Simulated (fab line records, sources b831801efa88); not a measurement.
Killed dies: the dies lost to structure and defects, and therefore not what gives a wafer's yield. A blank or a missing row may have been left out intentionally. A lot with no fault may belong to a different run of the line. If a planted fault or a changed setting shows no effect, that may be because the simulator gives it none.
fab line records	flow sky130
record: lots: 6	wafers: 18	lastDay: 50
route steps=708 shown VIA1@467 METAL2@483 PAD_OPEN@708
lots with no fault: from the same line, run without faults
startH: the number of hours between the record's first day and the start of the first shown wafer of the lot	waitH: hours elapsed since this lot's preceding step	" identical to the entry in the row above	L1.1+2: several wafers, shown together as one row	- no value present, or no start provided	* or withheld: withheld	< > ~ a bound
route shown NAME@n: NAME is a module with steps in the file, n the number in the route of the first one	usual: the fault-free wafers' mean and standard deviation	same: alike in all rows	chamber/n: place in a boat	sites: readings site by site	_std_site: standard deviation across them	_edge_site: mean of outer sites minus mean of inner sites	radiusMm: for every site, how far away it sits from the centre of the wafer	mask NAME#n: copy n	behind: the tool/chamber that last shaped the wafer	hold: why the lot was held/for how many hours/how that ended	device: whichever transistor did not switch (one of n, p or np)	end of line: the same wafers' tests at the end of the route	a step with no rows: only its recipe	killed: count of dies lost to structure and defects at first sort (not the wafer's yield)	map: shows each die of a wafer: x if killed, . if not, _ if none is there
set.NAME: the setting the step ran with; set.NAME@STEP: the setting that earlier step ran with	model.NAME: the simulator's own value behind a step, which no gauge read
a table for each step, a row for each wafer; lots at some steps of the route
services: a tool's chamber out of use, with start hour (startH, from the record's first day; less than 0 if before it), hours out, and reason
== steps ==
step: SKY_VIA1_EXPOSE_09
recipe: maskId: VIM	na: 0.8	sourceShape: annular	sigmaInner: 0.55	sigmaOuter: 0.85	targetCdNm: 150	doseMj: 38
step: SKY_VIA1_PEB_10
recipe: pebTempC: withheld	pebTimeS: withheld	resist: KrF-thick
step: SKY_VIA1_DEVELOP_11
recipe: developTimeS: 60	resist: KrF-thick	devTempC: 21
step: SKY_VIA1_CD_MEAS_12
recipe: targetCdNm: 150
usual: cdNm: 149.6/1.4
lot.wafer	tool	chamber	startH	waitH	cdNm
L309.3	cdSem-01	-	806.88	-	151.6
L309.4	"	-	"	"	149.5
L309.6	"	-	"	"	149.8
L317.4	cdSem-01	-	852.38	-	151.4
L317.5	"	-	"	"	150.4
L317.6	"	-	"	"	151.7
L318.3	cdSem-01	-	864.73	-	150.3
L318.4	"	-	"	"	151.8
L318.5	"	-	"	"	151.2
L327.2	cdSem-02	-	939.56	-	148.5
L327.4	"	-	"	"	147.7
L327.5	"	-	"	"	148.8
L325.1	cdSem-02	-	940.12	-	148.1
L325.3	"	-	"	"	149.0
L325.4	"	-	"	"	150.1
L331.2	cdSem-01	-	952.46	-	150.0
L331.3	"	-	"	"	149.5
L331.5	"	-	"	"	149.4
step: SKY_VIA1_OVL_MEAS_13
usual: VIA1_OVL: -2/4.9
lot.wafer	tool	chamber	startH	waitH	VIA1_OVL[nm]
L309.3	overlay-01	-	806.98	0.1	5
L309.4	"	-	"	"	3
L309.6	"	-	"	"	3
L317.4	overlay-01	-	852.46	0.1	-5
L317.5	"	-	"	"	0
L317.6	"	-	"	"	-1
L318.3	overlay-01	-	864.83	0.1	-5
L318.4	"	-	"	"	-2
L318.5	"	-	"	"	0
L327.2	overlay-02	-	939.67	0.1	-4
L327.4	"	-	"	"	4
L327.5	"	-	"	"	-2
L325.1	overlay-02	-	940.24	0.1	0
L325.3	"	-	"	"	0
L325.4	"	-	"	"	-4
L331.2	overlay-02	-	952.57	0.1	5
L331.3	"	-	"	"	-2
L331.5	"	-	"	"	7
step: SKY_VIA1_ETCH_14
recipe: chemistry: N2/H2	target: BARC	ionEnergyEv: 200	sourceW: 500	biasW: 100	pressureMtorr: 30	n2FlowSccm: 100	h2FlowSccm: 200	stopOn: SiO2	timeS: 45.9	targetDepthA: 600
usual: biasW: 100.0/0.33	drypumpMotorCurrentA: 5.6/0.47	n2FlowSccm: 99.96/0.3	oesProductAu: 0.856/0.005	throttleValvePct: 13.224/0.0091
lot.wafer	tool	chamber	startH	waitH	biasW	drypumpMotorCurrentA	n2FlowSccm	oesProductAu	rfHoursCounterH	throttleValvePct
L309.3	rieDiel-04	0	807.00	0.0	100.2	6.3	99.77	0.851	16	13.234
L309.4	"	1	"	"	100.1	5.1	99.85	0.859	6	13.215
L309.6	"	1	"	"	100.4	5.1	100.60	0.860	-	13.220
L317.4	rieDiel-03	2	852.50	0.0	100.1	5.5	99.99	0.852	-	13.217
L317.5	"	2	"	"	99.9	5.5	99.62	0.864	-	13.240
L317.6	"	1	"	"	100.3	6.1	99.73	0.852	-	13.210
L318.3	rieDiel-04	0	864.85	0.0	100.7	6.3	100.46	0.862	18	13.228
L318.4	"	1	"	"	100.2	5.1	100.16	0.861	8	13.225
L318.5	"	2	"	"	99.7	5.5	99.47	0.851	-	13.241
L327.2	rieDiel-02	1	939.70	0.0	99.4	6.2	100.07	0.847	9	13.226
L327.4	"	2	"	"	100.0	5.8	99.70	0.861	11	13.204
L327.5	"	1	"	"	99.7	6.1	100.54	0.851	-	13.206
L325.1	rieDiel-02	1	940.28	0.0	100.0	6.2	100.02	0.860	9	13.214
L325.3	"	2	"	"	100.2	5.8	100.02	0.855	11	13.218
L325.4	"	0	"	"	100.1	5.2	100.09	0.858	11	13.233
L331.2	rieDiel-02	0	952.60	0.0	100.1	5.2	99.61	0.853	12	13.235
L331.3	"	1	"	"	99.6	6.2	99.92	0.840	9	13.220
L331.5	"	0	"	"	100.0	5.2	99.83	0.857	-	13.217
step: SKY_VIA1_ETCH_15
recipe: target: SiO2	chemistry: C4F8/O2/Ar	targetDepthNm: 351	stopOn: TiN	maskMaterial: KrF-thick	sourceW: 1500	biasW: 1200	pressureMtorr: 40	c4f8FlowSccm: withheld	O2_flow_sccm: 6	Ar_flow_sccm: 300	timeS: 54
usual: biasW: 1200/3.6	oesProductAu: 0.983/0.005
lot.wafer	tool	chamber	startH	waitH	biasW	oesProductAu	rfHoursCounterH
L309.3	rieDiel-04	0	807.04	0.0	1202	0.990	17
L309.4	"	1	"	"	1205	0.986	6
L309.6	"	1	"	"	1204	0.979	-
L317.4	rieDiel-03	2	852.57	0.0	1201	0.986	-
L317.5	"	2	"	"	1199	0.984	-
L317.6	"	1	"	"	1207	0.987	-
L318.3	rieDiel-04	0	864.89	0.0	1209	0.972	18
L318.4	"	1	"	"	1198	0.984	8
L318.5	"	2	"	"	1200	0.987	-
L327.2	rieDiel-02	1	939.74	0.0	1202	0.979	9
L327.4	"	2	"	"	1198	0.980	11
L327.5	"	1	"	"	1193	0.982	-
L325.1	rieDiel-02	1	940.32	0.0	1205	0.989	9
L325.3	"	2	"	"	1200	0.984	11
L325.4	"	0	"	"	1199	0.988	11
L331.2	rieDiel-02	0	952.64	0.0	1199	0.985	12
L331.3	"	1	"	"	1200	0.978	9
L331.5	"	0	"	"	1199	0.980	-
step: SKY_VIA1_STRIP_16
recipe: chemistry: O2/N2	powerW: 1400	pressureMtorr: 1500	platenTempC: withheld	o2FlowSccm: 3000	n2FlowSccm: 300	overashFraction: 0.5
usual: drypumpMotorCurrentA: 5.60/0.26	n2FlowSccm: 299.9/0.9	oesProductAu: 0.415/0.005	stripTimeToEndpointS: 4.466/0.022
lot.wafer	tool	chamber	startH	waitH	drypumpMotorCurrentA	n2FlowSccm	oesProductAu	rfHoursCounterH	stripTimeToEndpointS
L309.3	plasmaAsher-02	0	807.12	0.1	5.97	301.1	0.411	-	4.443
L309.4	"	1	"	"	5.82	298.7	0.422	-	4.458
L309.6	"	0	"	"	5.96	300.1	0.410	-	4.437
L317.4	plasmaAsher-04	1	852.65	0.1	5.67	300.7	0.416	-	4.444
L317.5	"	1	"	"	5.67	299.4	0.413	-	4.465
L317.6	"	0	"	"	5.44	299.2	0.418	-	4.448
L318.3	plasmaAsher-02	0	864.97	0.1	5.97	302.9	0.412	-	4.463
L318.4	"	1	"	"	5.86	298.8	0.413	-	4.452
L318.5	"	1	"	"	5.84	299.6	0.422	-	4.434
L327.2	plasmaAsher-04	1	939.79	0.0	5.70	300.3	0.413	47	4.469
L327.4	"	1	"	"	5.67	299.9	0.416	-	4.458
L327.5	"	0	"	"	5.43	299.8	0.424	-	4.456
L325.1	plasmaAsher-02	1	940.37	0.0	5.78	299.6	0.407	20	4.474
L325.3	"	0	"	"	5.98	300.2	0.426	-	4.475
L325.4	"	1	"	"	5.83	299.7	0.413	-	4.474
L331.2	plasmaAsher-02	0	952.69	0.0	5.96	301.5	0.414	21	4.497
L331.3	"	1	"	"	5.82	298.6	0.428	-	4.472
L331.5	"	1	"	"	5.80	300.2	0.417	-	4.474
step: SKY_VIA1_STRIP_17
recipe: chemistry: postEtchResidueRemover	timeS: 1200	tempC: 72.5
step: SKY_VIA1_CLEAN_18
recipe: chemistry: IPA	timeS: 180	tempC: 25
step: SKY_VIA1_CLEAN_19
recipe: chemistry: O3/DIW	dry: n2Spin
step: SKY_VIA1_SPUTTER_20
recipe: material: TiN	targetThkNm: 20	chamberPressurePa: 5	powerW: 4000	timeS: 80
usual: throttleValvePct: 31.0/1.3
lot.wafer	tool	chamber	startH	waitH	throttleValvePct
L309.3	pvdSputter-01	-	807.76	0.0	29.9
L309.4	"	-	"	"	29.3
L309.6	"	-	"	"	29.0
L317.4	pvdSputter-01	-	853.24	0.0	29.2
L317.5	"	-	"	"	29.1
L317.6	"	-	"	"	31.1
L318.3	pvdSputter-04	-	865.53	0.0	30.7
L318.4	"	-	"	"	31.4
L318.5	"	-	"	"	33.7
L327.2	pvdSputter-01	-	940.38	0.0	29.0
L327.4	"	-	"	"	30.0
L327.5	"	-	"	"	28.8
L325.1	pvdSputter-01	-	940.96	0.0	29.0
L325.3	"	-	"	"	29.8
L325.4	"	-	"	"	29.1
L331.2	pvdSputter-02	-	953.29	0.0	30.7
L331.3	"	-	"	"	31.8
L331.5	"	-	"	"	31.5
step: SKY_VIA1_CVD_21
recipe: material: W	targetThkNm: 270	timeS: 80.902	tempC: 400	pressureTorr: 40
usual: heaterPowerOuterW: 543/39	heaterPowerW: 864/36
lot.wafer	tool	chamber	startH	waitH	heaterPowerOuterW	heaterPowerW	sinceWetCleanH	model.W_of_VIA1_CVD_21.thkNm
L309.3	cvdW-01	1	807.85	0.1	484	837	-	266.5
L309.4	"	0	"	"	602	899	-	267.9
L309.6	"	1	"	"	479	830	-	269.7
L317.4	cvdW-02	0	853.33	0.1	569	889	-	141.8
L317.5	"	1	"	"	533	845	-	267.5
L317.6	"	0	"	"	573	912	-	146.2
L318.3	cvdW-02	0	865.62	0.1	556	882	-	149.2
L318.4	"	1	"	"	518	841	-	272.4
L318.5	"	1	"	"	525	859	-	268.7
L327.2	cvdW-02	0	940.44	0.0	569	885	536	271.6
L327.4	"	1	"	"	532	829	-	273.7
L327.5	"	1	"	"	534	850	-	274.6
L325.1	cvdW-02	1	941.02	0.0	536	842	537	276.7
L325.3	"	1	"	"	521	854	-	273.7
L325.4	"	0	"	"	573	896	-	269.3
L331.2	cvdW-02	0	953.35	0.0	565	884	549	270.9
L331.3	"	1	"	"	524	861	-	273.3
L331.5	"	0	"	"	569	899	-	267.2
step: SKY_VIA1_RS_MEAS_22
recipe: thkMeasGauge: four-point-probe	reads: W_of_VIA1_CVD_21+TiN_of_VIA1_SPUTTER_20
usual: VIA1_W_RS: 0.426/0.0047
lot.wafer	tool	chamber	startH	waitH	hold	VIA1_W_RS[ohm/sq]
L309.3	filmMetro-01	-	807.95	0.1	-	0.434
L309.4	"	-	"	"	-	0.432
L309.6	"	-	"	"	-	0.428
L317.4	filmMetro-02	-	853.45	0.1	awaitDispo/0.2h/release	0.825
L317.5	"	-	"	"	awaitDispo/0.2h/release	0.431
L317.6	"	-	"	"	awaitDispo/0.2h/release	0.798
L317.4	filmMetro-02	-	853.74	0.3	-	0.826
L317.5	"	-	"	"	-	0.431
L317.6	"	-	"	"	-	0.798
L318.3	filmMetro-02	-	865.72	0.1	awaitDispo/0.2h/release	0.781
L318.4	"	-	"	"	awaitDispo/0.2h/release	0.422
L318.5	"	-	"	"	awaitDispo/0.2h/release	0.429
L318.3	filmMetro-02	-	866.01	0.3	-	0.780
L318.4	"	-	"	"	-	0.423
L318.5	"	-	"	"	-	0.429
L327.2	filmMetro-02	-	940.55	0.1	-	0.424
L327.4	"	-	"	"	-	0.421
L327.5	"	-	"	"	-	0.419
L325.1	filmMetro-03	-	941.11	0.1	-	0.416
L325.3	"	-	"	"	-	0.421
L325.4	"	-	"	"	-	0.429
L331.2	filmMetro-01	-	953.46	0.1	-	0.426
L331.3	"	-	"	"	-	0.423
L331.5	"	-	"	"	-	0.433
step: SKY_VIA1_THK_MEAS_23
recipe: thkMeasGauge: xrf	reads: W_of_VIA1_CVD_21
usual: VIA1_W_THK: 275/3.8
lot.wafer	tool	chamber	startH	waitH	hold	VIA1_W_THK[nm]
L309.3	filmMetro-01	-	808.05	0.1	-	274
L309.4	"	-	"	"	-	274
L309.6	"	-	"	"	-	276
L317.4	filmMetro-02	-	858.78	5.0	awaitDispo/0.2h/release	142
L317.5	"	-	"	"	awaitDispo/0.2h/release	269
L317.6	"	-	"	"	awaitDispo/0.2h/release	146
L317.4	filmMetro-02	-	859.01	0.2	-	142
L317.5	"	-	"	"	-	269
L317.6	"	-	"	"	-	146
L318.3	filmMetro-02	-	866.92	0.9	awaitDispo/0.2h/release	149
L318.4	"	-	"	"	awaitDispo/0.2h/release	272
L318.5	"	-	"	"	awaitDispo/0.2h/release	271
L318.3	filmMetro-02	-	867.14	0.2	-	150
L318.4	"	-	"	"	-	275
L318.5	"	-	"	"	-	271
L327.2	filmMetro-02	-	940.66	0.1	-	275
L327.4	"	-	"	"	-	277
L327.5	"	-	"	"	-	278
L325.1	filmMetro-03	-	941.23	0.1	-	283
L325.3	"	-	"	"	-	279
L325.4	"	-	"	"	-	275
L331.2	filmMetro-01	-	953.57	0.1	-	275
L331.3	"	-	"	"	-	279
L331.5	"	-	"	"	-	273
step: SKY_VIA1_CMP_24
recipe: stopOn: SiO2	tOverpolishS: 15	downForcePsi: 3.5	platenRpm: 60	targetThkNm: 0	padVelocityMS: 0.94248
usual: motorCurrentA: 11.3/1.2	timeToEndpointS: 65.7/2.5
lot.wafer	tool	chamber	startH	waitH	hold	motorCurrentA	timeToEndpointS
L309.4	cmp-02	3	808.19	0.1	-	13.9	63.1
L309.3	"	0	"	"	-	11.3	63.0
L309.6	"	1	"	"	-	12.1	65.6
L317.4	cmp-02	1	863.21	4.2	awaitDispo/3.9h/release	12.0	35.8
L317.5	"	3	"	"	awaitDispo/3.9h/release	13.7	61.8
L317.6	"	0	"	"	awaitDispo/3.9h/release	10.7	36.5
L318.3	cmp-01	0	869.16	2.0	awaitDispo/1.4h/release	12.1	35.9
L318.4	"	3	"	"	awaitDispo/1.4h/release	11.0	62.6
L318.5	"	1	"	"	awaitDispo/1.4h/release	11.9	64.7
L327.4	cmp-02	1	940.71	0.0	-	11.6	68.5
L327.2	"	2	"	"	-	10.6	68.6
L327.5	"	2	"	"	-	10.8	68.2
L325.3	cmp-02	3	941.31	0.0	-	14.3	68.0
L325.1	"	1	"	"	-	12.4	68.4
L325.4	"	2	"	"	-	10.8	69.2
L331.2	cmp-01	1	953.62	0.0	-	11.2	62.7
L331.3	"	0	"	"	-	12.7	65.3
L331.5	"	1	"	"	-	11.3	63.8
step: SKY_METAL2_SPUTTER_00
recipe: material: Ti	targetThkNm: 15	powerW: 3000	timeS: 10	chamberPressurePa: 0.4
usual: throttleValvePct: 30.2/1.1
lot.wafer	tool	chamber	startH	waitH	throttleValvePct
L309.3	pvdSputter-02	-	808.39	0.1	29.8
L309.4	"	-	"	"	31.3
L309.6	"	-	"	"	30.9
L317.4	pvdSputter-03	-	863.41	0.1	29.3
L317.5	"	-	"	"	29.0
L317.6	"	-	"	"	29.5
L318.3	pvdSputter-03	-	869.46	0.2	28.9
L318.4	"	-	"	"	29.7
L318.5	"	-	"	"	29.3
L327.2	pvdSputter-03	-	941.01	0.2	29.2
L327.4	"	-	"	"	28.9
L327.5	"	-	"	"	30.0
L325.1	pvdSputter-03	-	941.61	0.1	29.6
L325.3	"	-	"	"	29.6
L325.4	"	-	"	"	28.9
L331.2	pvdSputter-03	-	953.92	0.2	32.0
L331.3	"	-	"	"	29.4
L331.5	"	-	"	"	29.4
step: SKY_PAD_OPEN_PROBE_99
usual: defectLimitedYield: 82.3/2	killed_at_M0_to_M3: 44/7.9	killed_at_M4_up: 3.1/1.9	killedAtContacts: 24/4.6	killedAtFrontEnd: 16/4.9	killedAtOther: 0.3/0.6	killedDies: 87/9.7	killedOpen: 48/7.2	killedShort: 39/5.6	sort_bin_3_pad_short: 0.8/0.47	sort_bin_5_function: 10.4/1.5	sort_bin_6_memory: 6.5/1.1	sortNPass: 405/9.7	sortYieldPct: 82.3/2
same: grossDies: 492	killedAtBackSide: 0	sort_bin_4_leakage[%]: 0	sort_bin_8_speed[%]: 0
lot.wafer	tool	chamber	startH	waitH	defectLimitedYield[%]	killed_at_M0_to_M3	killed_at_M4_up	killedAtContacts	killedAtFrontEnd	killedAtOther	killedDies	killedOpen	killedShort	sort_bin_3_pad_short[%]	sort_bin_5_function[%]	sort_bin_6_memory[%]	sortNPass	sortYieldPct[%]
L309.3	prober-02	-	1086.72	0.2	83.1	50	2	24	7	0	83	47	36	0.6	9.1	7.1	409	83.1
L309.4	prober-02	-	1086.77	0.2	85.2	28	3	29	13	0	73	39	34	0.8	9.3	4.7	419	85.2
L309.6	prober-02	-	1086.87	0.2	82.5	38	5	24	17	2	86	45	41	0.8	8.9	7.7	406	82.5
L317.4	prober-01	-	1118.90	0.2	83.9	37	4	24	13	1	79	50	29	0.2	10.6	5.3	413	83.9
L317.5	prober-01	-	1118.95	0.2	81.1	39	2	30	20	2	93	46	46	1.2	10.0	7.7	399	81.1
L317.6	prober-01	-	1119.00	0.2	86.2	40	1	16	11	0	68	38	30	0.6	7.5	5.7	424	86.2
L331.2	prober-02	-	1193.88	0.1	80.5	41	6	38	11	0	96	51	45	1.8	10.8	6.9	396	80.5
L331.3	prober-02	-	1193.93	0.2	80.9	51	8	22	13	0	94	53	39	0.6	11.4	7.1	398	80.9
L331.5	prober-02	-	1194.03	0.2	81.3	52	3	20	17	0	92	50	41	0	11.6	7.1	400	81.3
killed by level:class
L309.3 VIA2:geometricParticle:open=11 LI_CONTACT:geometricParticle:open=9 VIA3:geometricParticle:open=8 METAL1:geometricParticle:short=7 VIA1:geometricParticle:open=7 CONTACT:geometricParticle:open=5 METAL2:geometricParticle:short=4 POLY_GATE:geometricParticle:short=3
L309.4 CONTACT:geometricParticle:open=9 VIA3:geometricParticle:open=7 CONTACT:geometricParticle:short=5 LI_CONTACT:geometricParticle:open=5 METAL1:geometricParticle:short=5 VIA1:geometricParticle:open=5 LI_CONTACT:geometricParticle:short=4 VIA1:geometricParticle:short=4
L309.6 CONTACT:geometricParticle:open=9 VIA1:geometricParticle:open=7 VIA3:geometricParticle:open=7 CONTACT:geometricParticle:short=6 LOCAL_INTERCONNECT:geometricParticle:short=5 VIA2:geometricParticle:open=5 METAL4:geometricParticle:short=5 FIELD_ISO:geometricParticle:short=4
L317.4 VIA1:geometricParticle:open=13 LI_CONTACT:geometricParticle:open=9 VIA2:geometricParticle:open=8 CONTACT:geometricParticle:open=6 CONTACT:geometricParticle:short=4 VIA3:geometricParticle:open=4 FIELD_ISO:geometricParticle:short=3 FIELD_ISO:geometricParticle:open=3
L317.5 CONTACT:geometricParticle:open=11 VIA1:geometricParticle:open=9 VIA2:geometricParticle:open=7 FIELD_ISO:geometricParticle:short=6 POLY_GATE:geometricParticle:short=5 LI_CONTACT:geometricParticle:open=5 LOCAL_INTERCONNECT:geometricParticle:short=5 CONTACT:geometricParticle:short=5
L317.6 VIA1:geometricParticle:open=14 CONTACT:geometricParticle:open=7 METAL2:geometricParticle:short=6 VIA2:geometricParticle:open=5 FIELD_ISO:geometricParticle:short=4 METAL1:geometricParticle:short=4 FIELD_ISO:geometricParticle:open=3 METAL3:geometricParticle:short=3
L331.2 CONTACT:geometricParticle:open=12 VIA1:geometricParticle:open=10 LI_CONTACT:geometricParticle:open=8 CONTACT:geometricParticle:short=7 LOCAL_INTERCONNECT:geometricParticle:short=5 METAL3:geometricParticle:short=5 VIA2:geometricParticle:open=5 VIA3:geometricParticle:open=5
L331.3 VIA1:geometricParticle:open=12 CONTACT:geometricParticle:open=8 POLY_GATE:geometricParticle:open=6 VIA2:geometricParticle:open=6 VIA1:geometricParticle:short=5 METAL4:geometricParticle:short=5 METAL3:geometricParticle:short=5 LOCAL_INTERCONNECT:geometricParticle:short=5
L331.5 VIA1:geometricParticle:open=10 METAL2:geometricParticle:short=8 VIA2:geometricParticle:open=7 VIA1:geometricParticle:short=6 POLY_GATE:geometricParticle:short=5 LI_CONTACT:geometricParticle:open=5 LOCAL_INTERCONNECT:geometricParticle:short=5 CONTACT:geometricParticle:open=5
== services ==
tool	chamber	startH	hours	kind
cvdW-02	-	789.51	0.6	repair
cmp-02	-	798.91	0.6	repair
pvdSputter-03	-	807.10	2.2	repair
rieDiel-04	0	808.41	11.9	repair
pvdSputter-03	-	823.99	1.6	repair
pvdSputter-01	-	827.70	2.4	repair
rieDiel-04	2	832.78	9.3	repair
cmp-01	-	839.57	1.1	repair
rieDiel-03	0	840.06	16.5	repair
cmp-01	-	840.69	5.2	pm
pvdSputter-02	-	844.38	9.1	repair
rieDiel-04	0	869.94	2.4	repair
rieDiel-04	2	871.47	5.7	repair
rieDiel-02	-	873.94	15.6	pm
rieDiel-04	0	890.06	1.3	repair
cvdW-02	-	891.89	2.8	pm
plasmaAsher-02	-	897.87	4.4	repair
pvdSputter-01	-	897.89	8.7	repair
cmp-02	-	899.82	3.9	pm
cvdW-02	1	903.26	3.3	repair
cmp-02	-	905.68	2.5	repair
rieDiel-04	2	910.59	10.0	repair
pvdSputter-03	-	938.09	2.0	repair
rieDiel-04	-	952.74	2.1	repair
== key ==
firstSign: step: SKY_VIA1_RS_MEAS_22	reading: visit	direction: added
effect: step: SKY_VIA1_RS_MEAS_22	reading: VIA1_W_RS	direction: up	sigmas: 79	usual: 0.426	struck: 0.802
effect: step: SKY_VIA1_THK_MEAS_23	reading: visit	direction: added
effect: step: SKY_VIA1_THK_MEAS_23	reading: VIA1_W_THK	direction: down	sigmas: 34	usual: 275	struck: 146
effect: step: SKY_VIA1_CMP_24	reading: timeToEndpointS	direction: down	sigmas: 12	usual: *	struck: *
modelEffect: step: SKY_VIA1_CVD_21	value: W_of_VIA1_CVD_21.thkNm	without: 265	struck: 145.7
metAt SKY_VIA1_CVD_21
struckWafers L317.4,L317.6,L318.3
fault: kind: processParameterDrift	tool: cvdW-02	chamber: 0	onsetH: 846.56	steps: SKY_VIA1_CVD_21	channel: targetThkNm	offset: -119.81	shape: step	endH: 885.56	actsIn: theseRecipesOnly	stated: 270
